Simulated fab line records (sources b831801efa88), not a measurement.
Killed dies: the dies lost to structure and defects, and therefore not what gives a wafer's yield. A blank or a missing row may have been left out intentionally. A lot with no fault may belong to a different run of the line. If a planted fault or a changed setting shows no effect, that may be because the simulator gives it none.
Code-filled problem report in 8D (eight disciplines) form	flow sky130	the parts of the form that need people (team, actions taken, sign-off) are left out

## 1. THE PROBLEM
Mean of beam-energy-keV at SKY_LDD_N_IMPLANT_12: 37.585 across 9 wafers in 3 lots; on wafers with no fault it is 50.003 (standard deviation 0.014). So: -99 or more standard deviations from the usual mean.
Earliest sighting: wafer L680.1 on implanter-01 at day 23 01:02. At this step, 21 wafers from 7 lots have a number in the record. Rule for "out", or "out of limits": more than 4 standard deviations from the usual mean. All remaining wafers that have a number are taken as sound.

## 2. WHAT THIS IS AND IS NOT
question	is	is not
which readings at this step	beam-energy-keV	-
which lots	L680, L681, L682	L668, L677, L679, L689
which wafers of those lots	all that have a number	-
read on which tools	implanter-01	implanter-02
when	from day 23 01:02	up to then (9 sound wafers); but 3 sound wafers of L689 came after

## 3. SUSPECTS, AND WHAT RULES EACH OUT
Counting: a tool at any process step up to the reading remains a suspect when it ran all the lots that are out and ran no sound lot after the first of those.
- implanter-01 at SKY_LDD_N_IMPLANT_12: kept. Every lot that is out went through it, starting with L680 (day 23 01:02), and after that it ran no sound lot; the last sound lot it ran before then is L679 (day 22 17:28). Its own readings are out on those wafers: beam-energy-keV.
After counting, what remains is implanter-01 at SKY_LDD_N_IMPLANT_12.

## 4. THE CAUSE (what the simulator had put in)
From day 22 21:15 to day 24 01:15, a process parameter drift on implanter-01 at SKY_LDD_N_IMPLANT_12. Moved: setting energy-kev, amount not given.
The count eliminated every tool but this one.

## 5. SEQUENCE OF EFFECTS, ordered by route
One row per reading whose mean, taken over the struck wafers that have a number, lies over 3 standard deviations from the usual. Scope: only readings with a usual standard deviation given in the record; hours: median across lots of the time from each lot's start at the first step in this table that gives one to its start at this step; sigmas: change in usual standard deviations.
hours	step	reading	usual	on struck wafers	change	sigmas
0	SKY_LDD_N_IMPLANT_12	beam-energy-keV	50.003	37.585	-12.418	-99 or more
Process steps it contains:
- SKY_LDD_N_IMPLANT_12

## 6. HOW IT WOULD HAVE BEEN CAUGHT EARLIER
In this record no reading fell out of limits until day 23 01:02, 4 hours after the fault had begun at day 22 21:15.
